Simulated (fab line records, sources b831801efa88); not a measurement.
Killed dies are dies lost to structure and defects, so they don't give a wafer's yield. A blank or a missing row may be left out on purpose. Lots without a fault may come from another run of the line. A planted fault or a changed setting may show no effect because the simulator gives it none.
fab line records | flow sky130
record lots=10 wafers=30 last_day=49
route steps=708 shown FIELD_ISO@18 POLY_GATE@204 LOCAL_INTERCONNECT@389 CONTACT@411
lots that met no fault: from a run of the same line without faults
start_h: hours from the record's first day to the start of the lot's first wafer shown | wait_h: hours since the lot's step before | " the same as in the row above | L1.1+2: a row that stands for several wafers | - no value, or no start given | * or withheld: withheld | < > ~ a bound
route shown NAME@n: a module of which the file shows steps, and the number in the route of the first | usual: mean/standard deviation of fault-free wafers | same: alike in all rows | chamber/n: place in a boat | sites: the reading at each site | _std_site: their standard deviation | _edge_site: outer sites' mean less inner sites' | radius_mm: how far each site lies from the wafer's centre | mask NAME#n: copy n | behind: the tool/chamber that last shaped the wafer | hold: why the lot was held/for how many hours/how that ended | device: the transistor (n, p or np) that didn't switch | end of line: the same wafers' tests at the end of the route | a step without rows: its recipe alone | killed: dies lost to structure and defects at the first sort, not the wafer's yield | map: a wafer's dies, x killed, . not, _ none there
set.NAME: the setting as run; set.NAME@STEP: as run at that earlier step | model.NAME: the simulator's own value behind a step, which no gauge read
steps of the route over a sample of lots; a table a step, a row a wafer
services: from which hour (start_h, from the record's first day; less than 0 if before it) a tool's chamber was out of use, for how many hours, and why
## steps
# step SKY_FIELD_ISO_ETCH_17
# recipe target_depth_a=3420 mask_material=Si3N4 chemistry=HBr/Cl2/O2 target=Si taper_deg=5 icp_w=600 bias_w=150 pressure_mtorr=15 HBr_flow_sccm=150 Cl2_flow_sccm=40 O2_flow_sccm=6 time_s=97.7
# usual bias_w=150.0/0.46 drypump_motor_current_A=5.7/0.52 oes_product_au=1.003/0.009 throttle_valve_pct=25.655/0.01
# columns lot.wafer tool chamber start_h wait_h bias_w drypump_motor_current_A oes_product_au rf_hours_counter_h throttle_valve_pct
L418.2 rie_si-02 0 34.29 0.1 150.1 4.7 1.012 84 25.651
L418.3 " 1 " " 149.4 4.9 0.999 80 25.665
L418.4 " 2 " " 150.2 5.3 1.001 75 25.651
L419.1 rie_si-01 3 39.66 0.1 150.7 6.0 0.992 152 25.663
L419.4 " 2 " " 150.4 5.6 1.007 35 25.658
L419.5 " 3 " " 150.9 6.0 1.002 - 25.657
L420.1 rie_si-01 1 48.14 0.1 149.9 6.0 1.007 0 25.662
L420.4 " 2 " " 150.4 5.6 1.009 35 25.633
L420.6 " 2 " " 149.8 5.6 1.010 - 25.653
L421.1 rie_si-02 3 51.04 0.1 149.5 6.7 1.003 73 25.667
L421.3 " 2 " " 150.6 5.3 0.985 75 25.685
L421.6 " 3 " " 149.9 6.7 0.997 - 25.656
L423.3 rie_si-01 2 59.76 0.0 150.8 5.6 1.007 35 25.656
L423.5 " 1 " " 150.7 6.0 0.998 - 25.640
L423.6 " 2 " " 149.6 5.6 1.014 - 25.639
L429.1 rie_si-02 2 91.71 0.1 149.7 5.3 0.985 75 25.649
L429.3 " 1 " " 150.9 4.9 0.994 80 25.667
L429.6 " 0 " " 150.6 4.7 1.004 - 25.654
L430.2 rie_si-02 2 98.86 0.1 149.9 5.4 0.995 75 25.650
L430.4 " 0 " " 149.5 4.8 1.003 - 25.648
L430.6 " 2 " " 150.5 5.4 0.988 - 25.661
L431.1 rie_si-01 3 102.16 0.1 149.7 6.0 1.000 0 25.654
L431.3 " 2 " " 150.4 5.6 0.988 36 25.656
L431.6 " 1 " " 149.4 6.0 1.007 - 25.659
L434.3 rie_si-02 0 119.26 0.0 150.2 4.7 1.002 84 25.648
L434.4 " 3 " " 150.4 6.7 1.007 74 25.643
L434.5 " 2 " " 150.0 5.4 0.989 - 25.659
L435.1 rie_si-01 3 122.09 0.1 150.3 6.0 1.009 0 25.657
L435.4 " 1 " " 149.4 6.0 1.007 - 25.643
L435.5 " 3 " " 150.6 6.0 1.015 - 25.646
# step SKY_POLY_GATE_CVD_00
# recipe material=poly-Si target_thk_nm=180 temp_c=620 time_s=720 pressure_mtorr=200
# usual spike_tc_bottom_C=641.4/2.4 spike_tc_centre_C=621.8/1.2 spike_tc_lower_C=621.3/1.1 spike_tc_top_C=638.9/2.3 spike_tc_upper_C=620.6/1.2 susceptor_temp_C=620.00/0.29 zone_power_upper_pct=8.6/0.32
# columns lot.wafer tool chamber start_h wait_h spike_tc_bottom_C spike_tc_centre_C spike_tc_lower_C spike_tc_top_C spike_tc_upper_C susceptor_temp_C zone_power_upper_pct
L418.2 lpcvd-01 0 319.68 0.0 644.5 623.3 620.8 641.1 622.2 619.84 8.2
L418.3 " 0 " " 643.3 621.5 622.0 640.6 619.6 619.91 8.2
L418.4 " 0 " " 641.3 622.8 621.9 639.8 621.3 620.46 8.4
L419.1 lpcvd-01 0 328.82 0.0 644.2 619.9 622.9 641.4 621.1 620.77 8.5
L419.4 " 0 " " 642.9 622.4 622.4 641.2 622.3 620.00 8.4
L419.5 " 0 " " 641.9 623.0 618.1 642.0 621.2 620.08 8.4
L420.1 lpcvd-01 1 348.37 0.0 640.5 620.9 620.2 637.2 618.9 619.80 8.9
L420.4 " 1 " " 640.1 620.3 623.7 637.4 619.1 620.04 8.9
L420.6 " 1 " " 640.1 620.1 621.3 636.1 619.3 619.69 8.9
L421.1 lpcvd-01 1 360.99 0.0 639.7 620.3 622.1 636.3 620.3 619.76 8.9
L421.3 " 1 " " 637.5 621.0 619.9 636.8 619.1 619.31 8.9
L421.6 " 1 " " 636.9 621.4 622.7 637.9 621.3 619.52 9.0
L423.3 lpcvd-01 0 360.99 0.0 642.9 622.0 620.2 641.5 620.4 619.96 8.3
L423.5 " 0 " " 645.1 622.4 618.7 640.7 620.1 620.08 8.3
L423.6 " 0 " " 642.9 623.9 621.2 639.6 621.5 620.34 8.2
L429.1 lpcvd-01 0 428.80 0.0 643.9 622.3 620.0 641.2 621.5 620.24 8.3
L429.3 " 0 " " 641.3 621.2 620.7 641.1 620.9 620.06 8.2
L429.6 " 0 " " 643.2 622.0 620.8 641.4 619.7 620.10 8.2
L431.1 lpcvd-01 0 435.85 0.0 642.8 622.2 622.6 639.8 621.9 619.68 8.4
L431.3 " 0 " " 642.8 621.4 621.1 641.8 624.4 620.07 8.4
L431.6 " 0 " " 642.7 620.9 621.1 639.4 621.0 620.31 8.1
L430.2 lpcvd-01 0 437.05 0.8 643.4 620.9 620.6 640.0 621.6 619.39 8.3
L430.4 " 0 " " 641.7 624.0 619.2 641.0 622.5 619.55 8.4
L430.6 " 0 " " 642.9 623.9 621.3 641.9 621.0 620.07 8.4
L434.3 lpcvd-01 1 463.32 0.0 632.1 612.2 614.7 630.5 613.5 613.01 8.7
L434.4 " 1 " " 631.8 614.3 613.2 629.3 614.5 613.00 8.8
L434.5 " 1 " " 632.7 613.9 614.9 629.7 613.0 613.20 8.8
L435.1 lpcvd-01 1 466.36 0.0 631.1 615.8 616.0 627.7 614.0 613.18 8.9
L435.4 " 1 " " 631.6 614.9 615.3 630.7 614.8 612.68 8.9
L435.5 " 1 " " 632.6 613.6 613.8 631.5 611.9 613.04 8.8
# step SKY_POLY_GATE_THK_MEAS_01
# recipe reads=poly-Si_of_POLY_GATE_CVD_00
# usual POLY_GATE_CVD_00_THK=180.3/1.3
# columns lot.wafer tool chamber start_h wait_h POLY_GATE_CVD_00_THK[nm]
L418.2 film_metro-03 - 320.89 0.0 180.9
L418.3 " - " " 180.3
L418.4 " - " " 181.6
L419.1 film_metro-04 - 330.02 0.0 180.4
L419.4 " - " " 181.4
L419.5 " - " " 179.8
L420.1 film_metro-02 - 349.57 0.0 181.2
L420.4 " - " " 181.4
L420.6 " - " " 183.1
L421.1 film_metro-02 - 362.79 0.0 180.9
L421.3 " - " " 179.2
L421.6 " - " " 180.9
L423.3 film_metro-04 - 362.81 0.0 179.8
L423.5 " - " " 179.6
L423.6 " - " " 178.5
L429.1 film_metro-03 - 430.00 0.0 181.6
L429.3 " - " " 181.0
L429.6 " - " " 179.5
L431.1 film_metro-03 - 437.08 0.0 179.7
L431.3 " - " " 180.7
L431.6 " - " " 180.0
L430.2 film_metro-04 - 438.26 0.0 179.5
L430.4 " - " " 179.9
L430.6 " - " " 181.6
L434.3 film_metro-04 - 465.14 0.0 152.8
L434.4 " - " " 153.0
L434.5 " - " " 153.2
L435.1 film_metro-02 - 467.56 0.0 153.0
L435.4 " - " " 153.8
L435.5 " - " " 154.5
# step SKY_POLY_GATE_ETCH_17
# recipe target_depth_nm=180 stop_on=SiO2 over_etch_frac=0.56667 chemistry=HBr/Cl2 target=poly-Si icp_w=400 bias_w=100 pressure_mtorr=10 HBr_flow_sccm=150 Cl2_flow_sccm=50 time_s=70.5
# usual bias_w=100.07/0.28 drypump_motor_current_A=5.6/0.58 oes_product_au=0.989/0.0067 throttle_valve_pct=33.684/0.009
# columns lot.wafer tool chamber start_h wait_h bias_w drypump_motor_current_A oes_product_au rf_hours_counter_h throttle_valve_pct
L418.2 rie_si-02 2 376.30 0.0 100.35 5.3 0.993 78 33.676
L418.3 " 1 " " 100.54 5.0 0.987 83 33.678
L418.4 " 3 " " 100.36 6.7 1.001 - 33.673
L419.1 rie_si-01 0 385.70 0.0 99.99 5.7 0.990 2 33.690
L419.4 " 1 " " 99.82 6.0 0.988 3 33.668
L419.5 " 0 " " 99.60 5.7 0.985 - 33.677
L420.1 rie_si-02 1 407.25 0.0 100.43 4.9 0.996 0 33.686
L420.4 " 0 " " 100.33 4.7 0.987 - 33.698
L420.6 " 3 " " 99.88 6.7 1.001 - 33.691
L421.1 rie_si-02 1 421.88 0.0 99.83 4.9 0.989 0 33.699
L421.3 " 0 " " 100.46 4.8 0.983 0 33.699
L421.6 " 0 " " 99.90 4.8 0.996 - 33.687
L423.3 rie_si-01 1 422.23 0.0 99.82 6.0 0.986 4 33.666
L423.5 " 0 " " 99.91 5.7 0.995 - 33.692
L423.6 " 1 " " 100.14 6.0 0.986 - 33.688
L429.1 rie_si-01 1 494.30 0.0 100.27 6.0 0.994 4 33.666
L429.3 " 2 " " 100.00 5.6 0.988 39 33.679
L429.6 " 1 " " 100.73 6.0 0.982 - 33.681
L431.1 rie_si-02 0 501.73 0.0 100.34 4.8 0.981 1 33.663
L431.3 " 1 " " 100.37 4.9 0.991 1 33.682
L431.6 " 2 " " 100.31 5.3 0.987 - 33.677
L430.2 rie_si-01 0 502.78 0.0 99.57 5.7 0.988 2 33.679
L430.4 " 3 " " 99.72 6.0 0.993 4 33.670
L430.6 " 1 " " 100.02 6.0 0.994 - 33.679
L434.3 rie_si-02 2 528.88 0.0 100.12 5.4 0.885 1 33.675
L434.4 " 3 " " 100.15 6.7 0.881 0 33.696
L434.5 " 1 " " 100.08 4.9 0.884 - 33.707
L435.1 rie_si-01 2 531.03 0.0 99.73 5.6 0.883 40 33.683
L435.4 " 0 " " 99.98 5.7 0.897 2 33.674
L435.5 " 2 " " 100.16 5.6 0.898 - 33.695
# step SKY_LOCAL_INTERCONNECT_THK_MEAS_02
# recipe thk_meas_gauge=xrf reads=TiN_of_LOCAL_INTERCONNECT_SPUTTER_00
# usual LOCAL_INTERCONNECT_TIN_THK=98.2/1.3
# columns lot.wafer tool chamber start_h wait_h LOCAL_INTERCONNECT_TIN_THK[nm]
L418.2 film_metro-03 - 688.95 0.1 96.8
L418.3 " - " " 98.0
L418.4 " - " " 97.8
L419.1 film_metro-03 - 700.66 0.1 100.4
L419.4 " - " " 100.4
L419.5 " - " " 100.8
L420.1 film_metro-02 - 719.34 0.1 97.3
L420.4 " - " " 97.1
L420.6 " - " " 97.0
L421.1 film_metro-01 - 729.14 0.1 98.8
L421.3 " - " " 99.0
L421.6 " - " " 100.1
L423.3 film_metro-01 - 729.64 0.1 99.1
L423.5 " - " " 98.8
L423.6 " - " " 98.6
L429.1 film_metro-03 - 790.37 0.1 97.7
L429.3 " - " " 98.4
L429.6 " - " " 99.2
L431.1 film_metro-01 - 810.17 0.1 97.9
L431.3 " - " " 99.3
L431.6 " - " " 99.5
L430.2 film_metro-02 - 811.65 0.1 96.4
L430.4 " - " " 96.2
L430.6 " - " " 97.7
L434.3 film_metro-01 - 819.53 0.1 98.5
L434.4 " - " " 98.1
L434.5 " - " " 97.6
L435.1 film_metro-03 - 822.29 0.1 98.2
L435.4 " - " " 97.2
L435.5 " - " " 97.1
# step SKY_CONTACT_BOW_MEAS_05
# recipe mode=bow
# usual CONTACT_BOW=81/6.1
# columns lot.wafer tool chamber start_h wait_h CONTACT_BOW[um]
L418.2 film_metro-01 - 718.76 0.2 84
L418.3 " - " " 74
L418.4 " - " " 75
L419.1 film_metro-04 - 730.24 0.2 70
L419.4 " - " " 81
L419.5 " - " " 83
L420.1 film_metro-01 - 749.11 0.1 73
L420.4 " - " " 71
L420.6 " - " " 84
L421.1 film_metro-04 - 758.55 0.1 93
L421.3 " - " " 80
L421.6 " - " " 85
L423.3 film_metro-04 - 758.89 0.3 78
L423.5 " - " " 73
L423.6 " - " " 79
L429.1 film_metro-04 - 819.14 0.1 79
L429.3 " - " " 77
L429.6 " - " " 78
L431.1 film_metro-03 - 837.47 0.1 86
L431.3 " - " " 90
L431.6 " - " " 78
L430.2 film_metro-01 - 839.40 0.2 80
L430.4 " - " " 89
L430.6 " - " " 80
L434.3 film_metro-04 - 847.30 0.2 90
L434.4 " - " " 80
L434.5 " - " " 86
L435.1 film_metro-01 - 849.79 0.1 83
L435.4 " - " " 87
L435.5 " - " " 84
## services
# columns tool chamber start_h hours kind
rie_si-01 1 10.90 - clean
rie_si-01 1 10.90 20.6 scheduled_down
rie_si-01 1 10.90 20.6 vent_cycle
lpcvd-01 - 49.55 1.8 repair
rie_si-01 - 56.85 2.8 pm
rie_si-01 3 72.76 - clean
rie_si-01 3 72.76 13.2 scheduled_down
rie_si-01 3 72.76 13.2 vent_cycle
rie_si-02 3 94.71 7.4 repair
rie_si-01 0 97.33 18.5 repair
rie_si-01 0 115.83 - clean
rie_si-01 0 115.83 24.3 scheduled_down
rie_si-01 0 115.83 24.3 vent_cycle
rie_si-02 - 164.59 0.1 repair
rie_si-02 1 222.49 2.2 repair
rie_si-01 0 256.48 44.2 repair
rie_si-02 0 285.59 2.3 repair
rie_si-02 2 297.50 11.8 repair
lpcvd-01 - 321.08 6.0 pm
rie_si-02 0 391.91 8.0 repair
lpcvd-01 - 438.65 4.3 pm
rie_si-01 3 463.21 3.3 repair
rie_si-01 - 470.57 14.6 pm
rie_si-02 - 508.92 2.8 pm
## key
first_sign step=SKY_POLY_GATE_CVD_00 reading=susceptor_temp_C direction=down sigmas=24 usual=* struck=*
effect step=SKY_POLY_GATE_CVD_00 reading=spike_tc_centre_C direction=down sigmas=6.4 usual=621.8 struck=614.1
effect step=SKY_POLY_GATE_THK_MEAS_01 reading=POLY_GATE_CVD_00_THK direction=down sigmas=21 usual=180.3 struck=153.4
effect step=SKY_POLY_GATE_ETCH_17 reading=oes_product_au direction=down sigmas=15 usual=0.989 struck=0.888
met_at SKY_POLY_GATE_CVD_00
struck_lots L434,L435
struck_wafers L434.3,L434.4,L434.5,L435.1,L435.4,L435.5
tester_left_out L434,L435
not_acting_at SKY_FIELD_ISO_ETCH_17,SKY_LOCAL_INTERCONNECT_THK_MEAS_02,SKY_CONTACT_BOW_MEAS_05
onset_between 360.99 463.32
fault kind=process_parameter_drift tool=lpcvd-01 chamber=1 onset_h=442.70 steps=SKY_POLY_GATE_CVD_00 channel=temp_c offset=* shape=step end_h=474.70 stated=*
# tester_left_out: of these lots the tester's yield and bins aren't shown, on N5 and GAA mostly nor the transistor test; their killed dies are dies lost to structure and defects alone, not to doping, threshold or leakage, so they don't give the yield
